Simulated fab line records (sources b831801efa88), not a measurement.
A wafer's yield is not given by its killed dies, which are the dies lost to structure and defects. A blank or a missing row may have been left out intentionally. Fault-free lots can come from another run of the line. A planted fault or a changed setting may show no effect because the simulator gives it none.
A sampling plan put to the test :: flow sfq-line :: 25 faults told of in these records, all on one fab line, each judged by the records of the lots it struck
The line's own looks make up the plan; these are the steps of the route where a gauge or inspection reads the wafer and leaves it unchanged. A look is open to judgement when struck wafers have a number at it and the file gives its usual mean and standard deviation on fault-free wafers. Caught: 4 or more of those standard deviations (sigma) separate the usual mean from the mean of the struck wafers at a look after the fault's first step. On the tool: the identical test, applied to the tool's own readings at the steps of the fault. Also counted as caught: the struck wafers showing another recipe, or a record that is empty for them alone.

THE FAULTS, as the simulator had put them in
1. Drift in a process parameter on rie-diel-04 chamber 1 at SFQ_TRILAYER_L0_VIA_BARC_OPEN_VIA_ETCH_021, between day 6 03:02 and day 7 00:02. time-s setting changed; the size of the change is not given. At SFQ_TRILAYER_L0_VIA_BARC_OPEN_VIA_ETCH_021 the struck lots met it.
2. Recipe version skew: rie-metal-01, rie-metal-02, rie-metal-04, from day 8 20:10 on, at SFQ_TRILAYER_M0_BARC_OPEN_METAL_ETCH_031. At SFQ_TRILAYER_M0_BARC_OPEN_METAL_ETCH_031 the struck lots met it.
3. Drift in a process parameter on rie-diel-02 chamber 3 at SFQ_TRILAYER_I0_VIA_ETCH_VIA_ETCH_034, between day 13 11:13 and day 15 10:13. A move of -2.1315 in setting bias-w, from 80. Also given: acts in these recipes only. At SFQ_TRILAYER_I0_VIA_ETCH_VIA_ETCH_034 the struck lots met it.
4. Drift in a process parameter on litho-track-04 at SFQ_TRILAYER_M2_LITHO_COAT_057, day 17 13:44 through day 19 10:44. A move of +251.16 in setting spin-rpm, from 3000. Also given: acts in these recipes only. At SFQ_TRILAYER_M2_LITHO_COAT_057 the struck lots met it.
5. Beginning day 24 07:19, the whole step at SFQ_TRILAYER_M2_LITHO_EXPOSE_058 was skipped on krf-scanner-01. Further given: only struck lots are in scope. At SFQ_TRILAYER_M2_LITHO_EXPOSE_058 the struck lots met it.
6. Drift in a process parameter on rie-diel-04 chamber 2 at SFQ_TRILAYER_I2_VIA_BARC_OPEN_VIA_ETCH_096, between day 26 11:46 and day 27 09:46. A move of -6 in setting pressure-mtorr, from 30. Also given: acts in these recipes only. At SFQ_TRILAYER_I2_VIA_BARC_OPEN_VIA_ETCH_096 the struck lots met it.
7. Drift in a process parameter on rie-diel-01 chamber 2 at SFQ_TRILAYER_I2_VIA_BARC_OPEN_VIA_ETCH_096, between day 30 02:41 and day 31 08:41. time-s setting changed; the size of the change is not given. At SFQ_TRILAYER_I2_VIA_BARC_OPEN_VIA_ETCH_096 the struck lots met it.
8. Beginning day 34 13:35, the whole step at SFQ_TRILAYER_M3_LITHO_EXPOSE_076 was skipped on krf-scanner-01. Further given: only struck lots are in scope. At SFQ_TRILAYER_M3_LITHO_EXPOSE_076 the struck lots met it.
9. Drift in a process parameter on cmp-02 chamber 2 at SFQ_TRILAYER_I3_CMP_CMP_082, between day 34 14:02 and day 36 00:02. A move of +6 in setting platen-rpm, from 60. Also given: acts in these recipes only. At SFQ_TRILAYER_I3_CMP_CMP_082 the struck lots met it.
10. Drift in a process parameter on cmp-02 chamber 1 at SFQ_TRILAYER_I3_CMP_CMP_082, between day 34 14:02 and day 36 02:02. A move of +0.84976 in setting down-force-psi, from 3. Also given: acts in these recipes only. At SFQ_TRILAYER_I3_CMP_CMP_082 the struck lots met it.
11. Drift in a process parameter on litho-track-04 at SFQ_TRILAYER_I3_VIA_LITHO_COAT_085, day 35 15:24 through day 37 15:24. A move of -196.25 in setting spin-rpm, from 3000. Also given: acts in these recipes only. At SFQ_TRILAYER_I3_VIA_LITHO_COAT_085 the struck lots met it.
12. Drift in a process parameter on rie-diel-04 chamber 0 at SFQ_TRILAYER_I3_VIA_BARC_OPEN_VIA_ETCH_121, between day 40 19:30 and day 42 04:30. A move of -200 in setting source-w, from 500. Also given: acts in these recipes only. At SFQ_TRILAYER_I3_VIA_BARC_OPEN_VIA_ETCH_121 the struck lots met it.
13. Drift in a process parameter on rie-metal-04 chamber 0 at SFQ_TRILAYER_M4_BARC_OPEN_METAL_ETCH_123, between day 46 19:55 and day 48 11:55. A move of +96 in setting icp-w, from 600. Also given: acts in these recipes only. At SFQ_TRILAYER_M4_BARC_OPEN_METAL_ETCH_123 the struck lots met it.
14. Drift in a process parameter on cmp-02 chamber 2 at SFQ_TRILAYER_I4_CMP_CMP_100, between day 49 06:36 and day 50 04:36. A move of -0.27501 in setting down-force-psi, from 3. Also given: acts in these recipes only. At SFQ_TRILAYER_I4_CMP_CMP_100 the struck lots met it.
15. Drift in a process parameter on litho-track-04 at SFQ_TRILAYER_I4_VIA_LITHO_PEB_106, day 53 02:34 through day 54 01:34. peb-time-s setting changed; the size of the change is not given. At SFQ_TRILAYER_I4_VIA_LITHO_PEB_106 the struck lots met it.
16. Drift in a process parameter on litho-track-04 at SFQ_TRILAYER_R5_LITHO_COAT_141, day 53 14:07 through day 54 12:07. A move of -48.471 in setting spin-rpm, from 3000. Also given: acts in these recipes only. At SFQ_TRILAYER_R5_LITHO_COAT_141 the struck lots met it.
17. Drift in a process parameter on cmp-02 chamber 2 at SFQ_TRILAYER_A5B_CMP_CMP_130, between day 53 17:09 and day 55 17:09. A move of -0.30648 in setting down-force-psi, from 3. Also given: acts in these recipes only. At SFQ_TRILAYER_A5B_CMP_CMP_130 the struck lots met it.
18. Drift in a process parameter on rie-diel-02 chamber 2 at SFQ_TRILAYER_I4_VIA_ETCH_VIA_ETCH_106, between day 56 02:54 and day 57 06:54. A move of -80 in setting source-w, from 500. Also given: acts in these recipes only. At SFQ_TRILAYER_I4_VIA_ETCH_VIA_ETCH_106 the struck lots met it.
19. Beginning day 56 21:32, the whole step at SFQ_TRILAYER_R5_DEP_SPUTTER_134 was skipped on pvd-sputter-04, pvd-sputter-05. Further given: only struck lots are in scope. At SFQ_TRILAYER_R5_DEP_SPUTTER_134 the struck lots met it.
20. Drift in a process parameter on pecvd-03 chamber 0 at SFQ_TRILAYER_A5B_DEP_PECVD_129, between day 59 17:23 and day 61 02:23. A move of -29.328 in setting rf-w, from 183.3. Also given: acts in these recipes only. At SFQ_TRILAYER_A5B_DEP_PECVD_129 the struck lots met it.
21. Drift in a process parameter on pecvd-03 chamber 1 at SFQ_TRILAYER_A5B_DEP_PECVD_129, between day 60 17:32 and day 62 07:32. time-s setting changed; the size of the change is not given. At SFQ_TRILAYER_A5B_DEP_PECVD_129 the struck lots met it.
22. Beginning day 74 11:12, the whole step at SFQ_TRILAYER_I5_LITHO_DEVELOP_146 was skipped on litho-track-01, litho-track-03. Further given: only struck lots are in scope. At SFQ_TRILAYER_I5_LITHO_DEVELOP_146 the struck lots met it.
23. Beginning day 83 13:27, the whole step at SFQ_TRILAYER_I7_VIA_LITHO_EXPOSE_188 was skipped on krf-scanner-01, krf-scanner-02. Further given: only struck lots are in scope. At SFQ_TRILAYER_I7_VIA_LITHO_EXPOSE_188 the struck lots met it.
24. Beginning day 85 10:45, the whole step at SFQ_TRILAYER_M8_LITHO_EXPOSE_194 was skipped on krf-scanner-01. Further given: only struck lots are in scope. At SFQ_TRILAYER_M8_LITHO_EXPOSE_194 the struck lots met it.
25. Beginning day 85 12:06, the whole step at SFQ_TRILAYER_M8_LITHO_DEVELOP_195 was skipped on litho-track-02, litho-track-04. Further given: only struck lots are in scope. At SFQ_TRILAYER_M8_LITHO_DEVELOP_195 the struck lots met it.

WHAT THE PLAN SAW
fault: 1
on the tool itself: run-length-s +23 sigma
first look that catches it: not the one look that can be judged after it
reading, sigma: -
median hours from its first step to that look: -
hours from the fault's start to the first struck lot there: -
judged looks passed uncaught: 1

fault: 2
on the tool itself: oes-product-au +27 sigma
first look that catches it: no look after it can be judged
reading, sigma: -
median hours from its first step to that look: -
hours from the fault's start to the first struck lot there: -
judged looks passed uncaught: 0

fault: 3
on the tool itself: bias-w -9.2 sigma
first look that catches it: no look after it can be judged
reading, sigma: -
median hours from its first step to that look: -
hours from the fault's start to the first struck lot there: -
judged looks passed uncaught: 0

fault: 4
on the tool itself: spin-speed-rpm +99 or beyond sigma
first look that catches it: no look after it can be judged
reading, sigma: -
median hours from its first step to that look: -
hours from the fault's start to the first struck lot there: -
judged looks passed uncaught: 0

fault: 5
on the tool itself: no reading that can be judged
first look that catches it: no look after it can be judged
reading, sigma: -
median hours from its first step to that look: -
hours from the fault's start to the first struck lot there: -
judged looks passed uncaught: 0

fault: 6
on the tool itself: chamber-pressure-mTorr -99 or beyond sigma
first look that catches it: no look after it can be judged
reading, sigma: -
median hours from its first step to that look: -
hours from the fault's start to the first struck lot there: -
judged looks passed uncaught: 0

fault: 7
on the tool itself: run-length-s +20 sigma
first look that catches it: no look after it can be judged
reading, sigma: -
median hours from its first step to that look: -
hours from the fault's start to the first struck lot there: -
judged looks passed uncaught: 0

fault: 8
on the tool itself: no reading that can be judged
first look that catches it: no look after it can be judged
reading, sigma: -
median hours from its first step to that look: -
hours from the fault's start to the first struck lot there: -
judged looks passed uncaught: 0

fault: 9
on the tool itself: platen-rpm +99 or beyond sigma
first look that catches it: not the one look that can be judged after it
reading, sigma: -
median hours from its first step to that look: -
hours from the fault's start to the first struck lot there: -
judged looks passed uncaught: 1

fault: 10
on the tool itself: head-pressure-psi +99 or beyond sigma
first look that catches it: no look after it can be judged
reading, sigma: -
median hours from its first step to that look: -
hours from the fault's start to the first struck lot there: -
judged looks passed uncaught: 0

fault: 11
on the tool itself: spin-speed-rpm -97 sigma
first look that catches it: no look after it can be judged
reading, sigma: -
median hours from its first step to that look: -
hours from the fault's start to the first struck lot there: -
judged looks passed uncaught: 0

fault: 12
on the tool itself: rf-fwd-power-W -81 sigma
first look that catches it: no look after it can be judged
reading, sigma: -
median hours from its first step to that look: -
hours from the fault's start to the first struck lot there: -
judged looks passed uncaught: 0

fault: 13
on the tool itself: rf-fwd-power-W +37 sigma
first look that catches it: no look after it can be judged
reading, sigma: -
median hours from its first step to that look: -
hours from the fault's start to the first struck lot there: -
judged looks passed uncaught: 0

fault: 14
on the tool itself: head-pressure-psi -37 sigma
first look that catches it: no look after it can be judged
reading, sigma: -
median hours from its first step to that look: -
hours from the fault's start to the first struck lot there: -
judged looks passed uncaught: 0

fault: 15
on the tool itself: heater-power-total-W +87 sigma
first look that catches it: no look after it can be judged
reading, sigma: -
median hours from its first step to that look: -
hours from the fault's start to the first struck lot there: -
judged looks passed uncaught: 0

fault: 16
on the tool itself: spin-speed-rpm -25 sigma
first look that catches it: no look after it can be judged
reading, sigma: -
median hours from its first step to that look: -
hours from the fault's start to the first struck lot there: -
judged looks passed uncaught: 0

fault: 17
on the tool itself: head-pressure-psi -44 sigma
first look that catches it: no look after it can be judged
reading, sigma: -
median hours from its first step to that look: -
hours from the fault's start to the first struck lot there: -
judged looks passed uncaught: 0

fault: 18
on the tool itself: rf-fwd-power-W -56 sigma
first look that catches it: no look after it can be judged
reading, sigma: -
median hours from its first step to that look: -
hours from the fault's start to the first struck lot there: -
judged looks passed uncaught: 0

fault: 19
on the tool itself: the tool's record is blank for the struck wafers
first look that catches it: no look after it can be judged
reading, sigma: -
median hours from its first step to that look: -
hours from the fault's start to the first struck lot there: -
judged looks passed uncaught: 0

fault: 20
on the tool itself: rf-fwd-power-W -51 sigma
first look that catches it: no look after it can be judged
reading, sigma: -
median hours from its first step to that look: -
hours from the fault's start to the first struck lot there: -
judged looks passed uncaught: 0

fault: 21
on the tool itself: run-length-s +15 sigma
first look that catches it: no look after it can be judged
reading, sigma: -
median hours from its first step to that look: -
hours from the fault's start to the first struck lot there: -
judged looks passed uncaught: 0

fault: 22
on the tool itself: the tool's record is blank for the struck wafers
first look that catches it: no look after it can be judged
reading, sigma: -
median hours from its first step to that look: -
hours from the fault's start to the first struck lot there: -
judged looks passed uncaught: 0

fault: 23
on the tool itself: no reading that can be judged
first look that catches it: no look after it can be judged
reading, sigma: -
median hours from its first step to that look: -
hours from the fault's start to the first struck lot there: -
judged looks passed uncaught: 0

fault: 24
on the tool itself: no reading that can be judged
first look that catches it: no look after it can be judged
reading, sigma: -
median hours from its first step to that look: -
hours from the fault's start to the first struck lot there: -
judged looks passed uncaught: 0

fault: 25
on the tool itself: the tool's record is blank for the struck wafers
first look that catches it: no look after it can be judged
reading, sigma: -
median hours from its first step to that look: -
hours from the fault's start to the first struck lot there: -
judged looks passed uncaught: 0
Dash: fault not caught, or number not given in these records.

Caught at a look: 0 of 25. Caught on the tool: 21 of 25. By one or the other: 21 of 25.
On the tool alone, faults 1, 2, 3, 4, 6, 7, 9, 10, 11, 12, 13, 14, 15, 16, 17, 18, 19, 20, 21, 22, 25 were caught.
Caught by neither: faults 5, 8, 23, 24.
